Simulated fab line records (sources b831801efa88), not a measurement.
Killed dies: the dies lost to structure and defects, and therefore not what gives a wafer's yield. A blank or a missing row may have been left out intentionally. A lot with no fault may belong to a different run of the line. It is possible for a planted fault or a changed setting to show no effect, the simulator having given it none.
fab line records | flow gf180mcu | part 1 of 2: steps 1 to 22 of 33
[record] lots = 5 wafers = 15 lastDay = 34
route steps=602 shown VT_IMPLANT@109 MVSD@136 NWELL@137 LVPWELL@138 MVPSD@139 DUAL_GATE@141
lots untouched by any fault: they come from a run of this same line in which no faults occurred
startH: hours from the record's opening day to when the first of the lot's shown wafers began | waitH: how many hours have passed since the lot's step before this one | " unchanged from the row above | L1.1+2: a single row standing in for several wafers | - no value, or no start given | * or withheld: withheld | < > ~ a bound
route shown NAME@n: a module of which the file shows steps, and the number in the route of the first | usual: mean/standard deviation taken from wafers without a fault | same: alike in all rows | chamber/n: place in a boat | sites: readings site by site | _std_site: their standard deviation | _edge_site: mean of outer sites minus mean of inner sites | radiusMm: how far each site lies from the wafer's centre | mask NAME#n: copy n | behind: the most recent tool/chamber to have shaped the wafer | hold: why the lot went on hold/how many hours it stayed there/how the hold came to an end | device: names the non-switching transistor (n, p or np) | end of line: at the end of the route, the tests of the same wafers | step lacking rows: just its recipe | killed: the dies lost at the first sort to structure and to defects; this is not the yield of the wafer | map: a wafer's dies, marking killed ones x, the rest . and places with no die _
set.NAME: the run value of the setting; set.NAME@STEP: its run value at that earlier step | model.NAME: the simulator's own value behind a step, which no gauge read
a table for each step, a row for each wafer; lots at some steps of the route
services: from which hour (startH, from the record's first day; less than 0 if before it) a tool's chamber was out of use, for how many hours, and why
[[steps]]
[step GF_VT_IMPLANT_IMPLANT_19]
[recipe] species = As energyKev = 100 doseCm2 = 4.35e+12 tiltDeg = 7
[usual] beamEnergyKeV = 100.01/0.027
// columns lot.wafer tool chamber startH waitH beamEnergyKeV
L074.3 implanter-04 0 126.17 0.1 99.969
L074.4 " 0 " " 99.997
L074.5 " 0 " " 99.974
L076.2 implanter-01 0 139.63 0.0 99.978
L076.3 " 0 " " 99.955
L076.6 " 0 " " 100.04
L086.1 implanter-03 0 200.77 0.0 100.02
L086.2 " 0 " " 100.02
L086.5 " 0 " " 100.04
L089.2 implanter-01 0 220.68 0.0 99.991
L089.4 " 0 " " 99.997
L089.5 " 0 " " 99.996
L095.1 implanter-03 0 266.87 0.0 100.02
L095.3 " 0 " " 99.975
L095.6 " 0 " " 99.994
[step GF_VT_IMPLANT_STRIP_20]
[recipe] chemistry = O2/N2 powerW = 1400 pressureMtorr = 1500 platenTempC = 250 o2FlowSccm = 3000 n2FlowSccm = 300 overashFraction = 0.5
[usual] chamberPressureMTorr = 1500.0/1.5 drypumpMotorCurrentA = 5.6/0.48 heaterPowerW = 340/58 oesProductAu = 0.716/0.0043 platenTempC = 249.97/0.19 stripTimeToEndpointS = 12.66/0.037
// columns lot.wafer tool chamber startH waitH chamberPressureMTorr drypumpMotorCurrentA heaterPowerW oesProductAu platenTempC rfHoursCounterH stripTimeToEndpointS
L074.3 plasmaAsher-02 0 126.40 0.2 1502.6 5.1 315 0.720 249.76 - 12.69
L074.4 " 1 " " 1499.4 5.2 420 0.724 250.13 - 12.68
L074.5 " 0 " " 1503.4 5.1 303 0.712 249.66 - 12.67
L076.2 plasmaAsher-01 1 139.75 0.1 1500.9 5.7 334 0.715 250.04 2 12.57
L076.3 " 0 " " 1497.5 6.2 431 0.712 249.98 - 12.62
L076.6 " 1 " " 1499.5 5.7 336 0.718 250.06 - 12.59
L086.1 plasmaAsher-01 1 200.92 0.1 1498.9 5.7 327 0.721 249.91 8 12.62
L086.2 " 0 " " 1499.0 6.2 423 0.709 250.16 8 12.62
L086.5 " 0 " " 1502.7 6.2 414 0.718 250.14 - 12.63
L089.2 plasmaAsher-03 1 220.80 0.1 1501.0 6.1 283 0.712 249.67 61 12.65
L089.4 " 0 " " 1499.9 5.0 266 0.709 250.33 - 12.68
L089.5 " 0 " " 1498.6 5.0 268 0.721 250.20 - 12.64
L095.1 plasmaAsher-03 1 267.02 0.1 1501.5 6.1 287 0.714 250.21 67 12.69
L095.3 " 1 " " 1499.2 6.1 284 0.717 250.03 - 12.71
L095.6 " 0 " " 1501.3 5.0 272 0.717 250.05 - 12.71
[step GF_VT_IMPLANT_TW_MEAS_21]
[usual] VT_IMPLANT_2_TW = 1223/7.4
// columns lot.wafer tool chamber startH waitH VT_IMPLANT_2_TW
L074.3 filmMetro-02 - 126.49 0.1 1221
L074.4 " - " " 1222
L074.5 " - " " 1221
L076.2 filmMetro-03 - 139.86 0.1 1208
L076.3 " - " " 1210
L076.6 " - " " 1208
L086.1 filmMetro-03 - 201.02 0.1 1213
L086.2 " - " " 1212
L086.5 " - " " 1216
L089.2 filmMetro-02 - 220.91 0.1 1229
L089.4 " - " " 1225
L089.5 " - " " 1229
L095.1 filmMetro-03 - 267.12 0.1 1215
L095.3 " - " " 1213
L095.6 " - " " 1213
[step GF_VT_IMPLANT_DEHYDRATE_22]
[recipe] tempC = 200 timeS = 60
[usual] exhaustPa = 45.1/0.91
// columns lot.wafer tool chamber startH waitH exhaustPa
L074.3 lithoTrack-03 0 133.62 7.1 45.0
L074.4 " 0 " " 45.1
L074.5 " 0 " " 45.8
L076.2 lithoTrack-03 0 146.35 6.5 45.7
L076.3 " 0 " " 45.5
L076.6 " 0 " " 45.6
L086.1 lithoTrack-04 0 209.11 8.1 44.9
L086.2 " 0 " " 44.4
L086.5 " 0 " " 43.5
L089.2 lithoTrack-01 0 229.26 8.3 44.4
L089.4 " 0 " " 44.8
L089.5 " 0 " " 43.3
L095.1 lithoTrack-03 0 276.32 9.2 44.8
L095.3 " 0 " " 45.8
L095.6 " 0 " " 44.9
[step GF_VT_IMPLANT_HMDS_23]
[recipe] primeTimeS = 60 primeTempC = 120
[usual] exhaustPa = 45.1/0.91
// columns lot.wafer tool chamber startH waitH exhaustPa
L074.3 lithoTrack-03 0 133.77 0.1 44.1
L074.4 " 0 " " 44.0
L074.5 " 0 " " 45.1
L076.2 lithoTrack-03 0 146.50 0.1 46.2
L076.3 " 0 " " 45.3
L076.6 " 0 " " 45.8
L086.1 lithoTrack-04 0 209.26 0.1 46.3
L086.2 " 0 " " 45.7
L086.5 " 0 " " 46.5
L089.2 lithoTrack-01 0 229.41 0.1 44.1
L089.4 " 0 " " 45.5
L089.5 " 0 " " 45.2
L095.1 lithoTrack-03 0 276.47 0.1 44.7
L095.3 " 0 " " 45.8
L095.6 " 0 " " 45.4
[step GF_VT_IMPLANT_COAT_24]
[recipe] resist = NOVOLAK spinRpm = 3000 resistThkNm = 1000
[usual] exhaustPa = 44.9/0.93
// columns lot.wafer tool chamber startH waitH exhaustPa
L074.3 lithoTrack-03 0 133.92 0.1 46.8
L074.4 " 0 " " 46.5
L074.5 " 0 " " 45.8
L076.2 lithoTrack-03 0 146.65 0.1 43.4
L076.3 " 0 " " 44.2
L076.6 " 0 " " 44.0
L086.1 lithoTrack-04 0 209.41 0.1 45.8
L086.2 " 0 " " 44.4
L086.5 " 0 " " 45.4
L089.2 lithoTrack-01 0 229.56 0.1 45.2
L089.4 " 0 " " 44.5
L089.5 " 0 " " 43.2
L095.1 lithoTrack-03 0 276.62 0.1 45.0
L095.3 " 0 " " 45.1
L095.6 " 0 " " 45.2
[step GF_VT_IMPLANT_SOFTBAKE_25]
[recipe] tempC = 90 timeS = 60 resist = NOVOLAK
[usual] exhaustPa = 44.9/0.78
// columns lot.wafer tool chamber startH waitH exhaustPa
L074.3 lithoTrack-03 0 134.07 0.1 44.9
L074.4 " 0 " " 43.9
L074.5 " 0 " " 43.3
L076.2 lithoTrack-03 0 146.80 0.1 45.2
L076.3 " 0 " " 45.4
L076.6 " 0 " " 44.4
L086.1 lithoTrack-04 0 209.56 0.1 45.2
L086.2 " 0 " " 45.6
L086.5 " 0 " " 44.1
L089.2 lithoTrack-01 0 229.71 0.1 44.3
L089.4 " 0 " " 44.1
L089.5 " 0 " " 44.1
L095.1 lithoTrack-03 0 276.77 0.1 45.1
L095.3 " 0 " " 45.2
L095.6 " 0 " " 45.4
[step GF_VT_IMPLANT_EXPOSE_26]
[recipe] maskId = LVPWELL_HV_AREA targetCdNm = 860 na = 0.6 sourceShape = conventional sigmaOuter = 0.6 doseMj = 140
[usual] exposureDoseMJCm2 = 139.97/0.13
// columns lot.wafer tool chamber startH waitH mask exposureDoseMJCm2
L074.3 ilineStepper-01 0 - - LVPWELL_HV_AREA#0 139.82
L074.4 " 0 " " LVPWELL_HV_AREA#0 139.77
L074.5 " 0 " " LVPWELL_HV_AREA#0 139.99
L076.2 ilineStepper-02 0 - - LVPWELL_HV_AREA#0 139.84
L076.3 " 0 " " LVPWELL_HV_AREA#0 139.80
L076.6 " 0 " " LVPWELL_HV_AREA#0 139.85
L086.1 ilineStepper-01 0 - - LVPWELL_HV_AREA#0 139.98
L086.2 " 0 " " LVPWELL_HV_AREA#0 140.21
L086.5 " 0 " " LVPWELL_HV_AREA#0 139.99
L089.2 ilineStepper-01 0 - - LVPWELL_HV_AREA#0 139.96
L089.4 " 0 " " LVPWELL_HV_AREA#0 140.06
L089.5 " 0 " " LVPWELL_HV_AREA#0 139.77
L095.1 ilineStepper-02 0 - - LVPWELL_HV_AREA#0 140.20
L095.3 " 0 " " LVPWELL_HV_AREA#0 140.10
L095.6 " 0 " " LVPWELL_HV_AREA#0 140.11
[step GF_VT_IMPLANT_PEB_27]
[recipe] tempC = withheld timeS = * resist = NOVOLAK
[usual] exhaustPa = 44.9/0.93
// columns lot.wafer tool chamber startH waitH exhaustPa
L074.3 lithoTrack-03 0 - - 44.9
L074.4 " 0 " " 44.1
L074.5 " 0 " " 43.8
L076.2 lithoTrack-03 0 - - 44.4
L076.3 " 0 " " 45.1
L076.6 " 0 " " 45.6
L086.1 lithoTrack-03 0 - - 43.7
L086.2 " 0 " " 46.0
L086.5 " 0 " " 44.6
L089.2 lithoTrack-04 0 - - 45.1
L089.4 " 0 " " 45.1
L089.5 " 0 " " 46.1
L095.1 lithoTrack-04 0 - - 44.1
L095.3 " 0 " " 44.3
L095.6 " 0 " " 43.8
[step GF_VT_IMPLANT_DEVELOP_28]
[recipe] developTimeS = 60 devTempC = 23
[usual] developerTempC = 23.00/0.11 exhaustPa = 44.8/0.85
// columns lot.wafer tool chamber startH waitH developerTempC exhaustPa
L074.3 lithoTrack-03 0 140.77 0.1 22.98 45.0
L074.4 " 0 " " 22.99 45.9
L074.5 " 0 " " 22.90 44.9
L076.2 lithoTrack-03 0 154.70 0.1 22.97 45.2
L076.3 " 0 " " 23.05 43.5
L076.6 " 0 " " 23.03 43.6
L086.1 lithoTrack-03 0 218.22 0.1 23.11 45.2
L086.2 " 0 " " 23.21 44.3
L086.5 " 0 " " 23.07 44.4
L089.2 lithoTrack-04 0 238.44 0.1 22.95 44.1
L089.4 " 0 " " 22.96 44.2
L089.5 " 0 " " 23.00 44.0
L095.1 lithoTrack-04 0 286.61 0.1 23.00 44.5
L095.3 " 0 " " 22.95 44.0
L095.6 " 0 " " 22.91 45.2
[step GF_VT_IMPLANT_OVL_MEAS_29]
[usual] VT_IMPLANT_02_OVL = 0.5/1.3
// columns lot.wafer tool chamber startH waitH VT_IMPLANT_02_OVL[nm]
L074.3 overlay-02 - 140.89 0.1 0.4
L074.4 " - " " -0.2
L074.5 " - " " -0.2
L076.2 overlay-01 - 154.83 0.1 -0.9
L076.3 " - " " -1.7
L076.6 " - " " 0.6
L086.1 overlay-01 - 218.37 0.1 -0.5
L086.2 " - " " 1.1
L086.5 " - " " -0.2
L089.2 overlay-02 - 238.57 0.1 0.7
L089.4 " - " " 2.1
L089.5 " - " " 3.5
L095.1 overlay-01 - 286.76 0.1 -0.2
L095.3 " - " " -0.1
L095.6 " - " " -0.7
[step GF_VT_IMPLANT_IMPLANT_30]
[recipe] species = B energyKev = 25 doseCm2 = 2.534e+12 tiltDeg = 7
[usual] beamEnergyKeV = 25.000/0.0074
// columns lot.wafer tool chamber startH waitH beamEnergyKeV
L074.3 implanter-01 0 140.96 0.1 25.010
L074.4 " 0 " " 25.006
L074.5 " 0 " " 25.012
L076.2 implanter-04 0 154.89 0.0 24.990
L076.3 " 0 " " 25.003
L076.6 " 0 " " 24.994
L086.1 implanter-04 0 218.41 0.0 25.004
L086.2 " 0 " " 25.008
L086.5 " 0 " " 25.002
L089.2 implanter-04 0 238.63 0.0 24.998
L089.4 " 0 " " 24.996
L089.5 " 0 " " 24.989
L095.1 implanter-01 0 286.80 0.0 24.994
L095.3 " 0 " " 24.996
L095.6 " 0 " " 25.004
[step GF_VT_IMPLANT_STRIP_31]
[recipe] chemistry = O2/N2 powerW = 1400 pressureMtorr = 1500 platenTempC = 250 o2FlowSccm = 3000 n2FlowSccm = 300 overashFraction = 0.5
[usual] chamberPressureMTorr = 1500.0/1.3 drypumpMotorCurrentA = 5.5/0.47 heaterPowerW = 347/57 oesProductAu = 0.716/0.0045 platenTempC = 250.01/0.18 stripTimeToEndpointS = 12.66/0.035
// columns lot.wafer tool chamber startH waitH chamberPressureMTorr drypumpMotorCurrentA heaterPowerW oesProductAu platenTempC rfHoursCounterH stripTimeToEndpointS
L074.3 plasmaAsher-02 0 141.09 0.1 1502.6 5.1 316 0.708 250.39 - 12.70
L074.4 " 1 " " 1500.3 5.1 415 0.716 249.90 - 12.75
L074.5 " 0 " " 1500.7 5.1 318 0.711 250.28 - 12.67
L076.2 plasmaAsher-03 1 155.01 0.1 1500.5 6.1 285 0.716 249.99 55 12.67
L076.3 " 1 " " 1499.5 6.1 283 0.713 250.23 - 12.66
L076.6 " 1 " " 1500.2 6.1 287 0.721 250.12 - 12.64
L086.1 plasmaAsher-02 0 218.56 0.1 1499.6 5.1 319 0.714 250.05 34 12.67
L086.2 " 1 " " 1500.2 5.2 421 0.706 249.92 34 12.65
L086.5 " 0 " " 1498.9 5.1 315 0.723 249.78 - 12.65
L089.2 plasmaAsher-01 0 238.75 0.1 1501.5 6.3 417 0.716 249.89 12 12.67
L089.4 " 0 " " 1499.5 6.3 418 0.714 249.66 - 12.69
L089.5 " 0 " " 1499.3 6.2 426 0.719 249.84 - 12.69
L095.1 plasmaAsher-02 0 286.95 0.1 1499.6 5.1 313 0.712 249.89 41 12.61
L095.3 " 0 " " 1497.3 5.1 308 0.713 249.68 - 12.62
L095.6 " 1 " " 1499.1 5.2 406 0.714 249.68 - 12.62
[step GF_VT_IMPLANT_TW_MEAS_32]
[usual] VT_IMPLANT_3_TW = 270.6/1.7
// columns lot.wafer tool chamber startH waitH VT_IMPLANT_3_TW
L074.3 filmMetro-02 - 141.18 0.1 271.1
L074.4 " - " " 271.8
L074.5 " - " " 268.6
L076.2 filmMetro-01 - 155.12 0.1 271.4
L076.3 " - " " 271.7
L076.6 " - " " 270.6
L086.1 filmMetro-03 - 218.67 0.1 269.7
L086.2 " - " " 268.6
L086.5 " - " " 268.3
L089.2 filmMetro-02 - 238.86 0.1 270.3
L089.4 " - " " 270.7
L089.5 " - " " 272.1
L095.1 filmMetro-03 - 287.05 0.1 268.0
L095.3 " - " " 268.3
L095.6 " - " " 268.6
[step GF_VT_IMPLANT_DEHYDRATE_33]
[recipe] tempC = 200 timeS = 60
[usual] exhaustPa = 45.1/0.9
// columns lot.wafer tool chamber startH waitH exhaustPa
L074.3 lithoTrack-01 0 148.08 6.9 45.4
L074.4 " 0 " " 45.7
L074.5 " 0 " " 45.2
L076.2 lithoTrack-04 0 162.19 7.1 43.3
L076.3 " 0 " " 46.1
L076.6 " 0 " " 44.5
L086.1 lithoTrack-04 0 226.86 8.2 44.5
L086.2 " 0 " " 45.7
L086.5 " 0 " " 45.2
L089.2 lithoTrack-03 0 247.20 8.3 46.8
L089.4 " 0 " " 46.9
L089.5 " 0 " " 47.2
L095.1 lithoTrack-04 0 296.41 9.4 45.3
L095.3 " 0 " " 45.4
L095.6 " 0 " " 45.5
[step GF_VT_IMPLANT_HMDS_34]
[recipe] primeTimeS = 60 primeTempC = 120
[usual] exhaustPa = 44.9/0.98
// columns lot.wafer tool chamber startH waitH exhaustPa
L074.3 lithoTrack-01 0 148.23 0.1 44.0
L074.4 " 0 " " 43.7
L074.5 " 0 " " 43.2
L076.2 lithoTrack-04 0 162.34 0.1 44.4
L076.3 " 0 " " 43.0
L076.6 " 0 " " 43.7
L086.1 lithoTrack-04 0 227.01 0.1 46.8
L086.2 " 0 " " 46.4
L086.5 " 0 " " 43.8
L089.2 lithoTrack-03 0 247.35 0.1 45.7
L089.4 " 0 " " 44.0
L089.5 " 0 " " 45.0
L095.1 lithoTrack-04 0 296.56 0.1 45.9
L095.3 " 0 " " 45.1
L095.6 " 0 " " 44.6
[step GF_VT_IMPLANT_COAT_35]
[recipe] resist = NOVOLAK spinRpm = 3000 resistThkNm = 1000
[usual] exhaustPa = 44.9/0.91
// columns lot.wafer tool chamber startH waitH exhaustPa
L074.3 lithoTrack-01 0 148.38 0.1 46.0
L074.4 " 0 " " 46.0
L074.5 " 0 " " 45.4
L076.2 lithoTrack-04 0 162.49 0.1 44.4
L076.3 " 0 " " 44.5
L076.6 " 0 " " 43.6
L086.1 lithoTrack-04 0 227.16 0.1 46.2
L086.2 " 0 " " 46.2
L086.5 " 0 " " 45.4
L089.2 lithoTrack-03 0 247.50 0.1 44.6
L089.4 " 0 " " 44.8
L089.5 " 0 " " 44.8
L095.1 lithoTrack-04 0 296.71 0.1 43.5
L095.3 " 0 " " 44.3
L095.6 " 0 " " 44.4
[step GF_VT_IMPLANT_SOFTBAKE_36]
[recipe] tempC = 90 timeS = 60 resist = NOVOLAK
[usual] exhaustPa = 45.0/0.94
// columns lot.wafer tool chamber startH waitH exhaustPa
L074.3 lithoTrack-01 0 148.53 0.1 44.6
L074.4 " 0 " " 45.0
L074.5 " 0 " " 44.2
L076.2 lithoTrack-04 0 162.64 0.1 44.6
L076.3 " 0 " " 44.5
L076.6 " 0 " " 44.7
L086.1 lithoTrack-04 0 227.31 0.1 44.7
L086.2 " 0 " " 44.9
L086.5 " 0 " " 45.4
L089.2 lithoTrack-03 0 247.65 0.1 44.7
L089.4 " 0 " " 45.5
L089.5 " 0 " " 46.4
L095.1 lithoTrack-04 0 296.86 0.1 44.9
L095.3 " 0 " " 45.3
L095.6 " 0 " " 43.8
[step GF_VT_IMPLANT_EXPOSE_37]
[recipe] maskId = Nwell_HV_AREA targetCdNm = 860 na = 0.6 sourceShape = conventional sigmaOuter = 0.6 doseMj = 140
[usual] exposureDoseMJCm2 = 140.00/0.14
// columns lot.wafer tool chamber startH waitH mask exposureDoseMJCm2
L074.3 ilineStepper-01 0 - - Nwell_HV_AREA#0 140.08
L074.4 " 0 " " Nwell_HV_AREA#0 139.81
L074.5 " 0 " " Nwell_HV_AREA#0 140.01
L076.2 ilineStepper-02 0 - - Nwell_HV_AREA#0 140.08
L076.3 " 0 " " Nwell_HV_AREA#0 139.92
L076.6 " 0 " " Nwell_HV_AREA#0 139.92
L086.1 ilineStepper-02 0 - - Nwell_HV_AREA#0 140.24
L086.2 " 0 " " Nwell_HV_AREA#0 140.05
L086.5 " 0 " " Nwell_HV_AREA#0 140.07
L089.2 ilineStepper-02 0 - - Nwell_HV_AREA#0 140.08
L089.4 " 0 " " Nwell_HV_AREA#0 139.92
L089.5 " 0 " " Nwell_HV_AREA#0 140.21
L095.1 ilineStepper-02 0 - - Nwell_HV_AREA#0 140.03
L095.3 " 0 " " Nwell_HV_AREA#0 140.06
L095.6 " 0 " " Nwell_HV_AREA#0 139.83
[step GF_VT_IMPLANT_PEB_38]
[recipe] tempC = withheld timeS = * resist = NOVOLAK
[usual] exhaustPa = 44.9/0.89
// columns lot.wafer tool chamber startH waitH exhaustPa
L074.3 lithoTrack-01 0 - - 45.1
L074.4 " 0 " " 45.9
L074.5 " 0 " " 45.2
L076.2 lithoTrack-01 0 - - 46.0
L076.3 " 0 " " 46.4
L076.6 " 0 " " 46.1
L086.1 lithoTrack-03 0 - - 44.8
L086.2 " 0 " " 45.6
L086.5 " 0 " " 46.2
L089.2 lithoTrack-04 0 - - 46.2
L089.4 " 0 " " 44.3
L089.5 " 0 " " 45.4
L095.1 lithoTrack-01 0 - - 43.7
L095.3 " 0 " " 44.2
L095.6 " 0 " " 44.2
[step GF_VT_IMPLANT_DEVELOP_39]
[recipe] developTimeS = 60 devTempC = 23
[usual] developerTempC = 23.00/0.12 exhaustPa = 45.0/0.87
// columns lot.wafer tool chamber startH waitH developerTempC exhaustPa
L074.3 lithoTrack-01 0 156.28 0.1 22.88 46.5
L074.4 " 0 " " 22.90 45.5
L074.5 " 0 " " 22.93 44.8
L076.2 lithoTrack-01 0 170.51 0.1 23.16 47.5
L076.3 " 0 " " 23.28 46.5
L076.6 " 0 " " 23.16 45.4
L086.1 lithoTrack-03 0 236.52 0.1 22.82 45.2
L086.2 " 0 " " 22.83 45.2
L086.5 " 0 " " 22.69 43.3
L089.2 lithoTrack-04 0 257.39 0.1 23.07 44.3
L089.4 " 0 " " 23.02 44.4
L089.5 " 0 " " 22.96 46.5
L095.1 lithoTrack-01 0 306.88 0.1 22.94 44.4
L095.3 " 0 " " 22.92 45.7
L095.6 " 0 " " 22.71 45.2
[step GF_VT_IMPLANT_OVL_MEAS_40]
[usual] VT_IMPLANT_03_OVL = -0.2/1.5
// columns lot.wafer tool chamber startH waitH VT_IMPLANT_03_OVL[nm]
L074.3 overlay-02 - 156.40 0.1 -1.3
L074.4 " - " " -1.6
L074.5 " - " " -3.6
L076.2 overlay-01 - 170.64 0.1 1.0
L076.3 " - " " 0.8
L076.6 " - " " 0.2
L086.1 overlay-02 - 236.67 0.1 -1.2
L086.2 " - " " -0.3
L086.5 " - " " -0.5
L089.2 overlay-01 - 257.52 0.1 4.3
L089.4 " - " " 0.9
L089.5 " - " " 2.1
L095.1 overlay-02 - 307.03 0.1 0.2
L095.3 " - " " 1.0
L095.6 " - " " -2.2
